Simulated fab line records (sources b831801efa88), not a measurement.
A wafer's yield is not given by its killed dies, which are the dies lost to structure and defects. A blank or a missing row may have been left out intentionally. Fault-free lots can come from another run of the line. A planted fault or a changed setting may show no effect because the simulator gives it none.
What tool caused it?    flow sfq line    6 lots, 18 wafers sampled, at 2 steps of a route of 325

== WHAT THE GAUGES SHOWED, per wafer ==
SFQ_M1_RS_MEAS_909: a four-point-probe measurement.
lot   measured      on             M1_NB_RS (ohm/sq)
L302  day 10 16:36  film metro-03  0.902 0.890 0.894
L304  day 11 08:11  film metro-03  0.902 0.899 0.875
L308  day 13 05:27  film metro-03  0.905 0.912 0.904
L316  day 15 08:07  film metro-04  0.925 0.918 0.929
L318  day 15 22:28  film metro-03  0.919 0.897 0.892
L321  day 16 23:13  film metro-03  0.900 0.915 0.919

== EACH LOT AND THE TOOL THAT RAN IT (in order: tool; ch and the chambers of the sampled wafers; start) ==
lot   SFQ_TRILAYER_M1_DEP_SPUTTER_037
L302  pvd sputter-03, day 10 16:29
L304  pvd sputter-05, day 11 08:05
L308  pvd sputter-05, day 13 05:19
L316  pvd sputter-06, day 15 07:59
L318  pvd sputter-05, day 15 22:22
L321  pvd sputter-06, day 16 23:07
- SFQ_TRILAYER_M1_DEP_SPUTTER_037: material Nb, target thk 200 nm, time 133.3 s.

== THE ANSWER, worked out from the rows above alone ==
Rule: the lots themselves supply what counts as usual. The widest of any qualifying gaps counts: lots, ordered by their means at a reading, are off when they make up no more than a third of the lots, leave a main group of 4 or more, and stand apart from it by 3 or more times the standard deviation of that group's means. Not used: any main group whose means are identical at the precision the tables above print for the reading. A lot without any number at a reading at which 4 lots or more have one is off too. The other lots that the step has rows for count as sound.
No lot is off on any of the readings shown, so nothing can be concluded from this.

== WHAT THE SIMULATOR HAD PUT IN ==
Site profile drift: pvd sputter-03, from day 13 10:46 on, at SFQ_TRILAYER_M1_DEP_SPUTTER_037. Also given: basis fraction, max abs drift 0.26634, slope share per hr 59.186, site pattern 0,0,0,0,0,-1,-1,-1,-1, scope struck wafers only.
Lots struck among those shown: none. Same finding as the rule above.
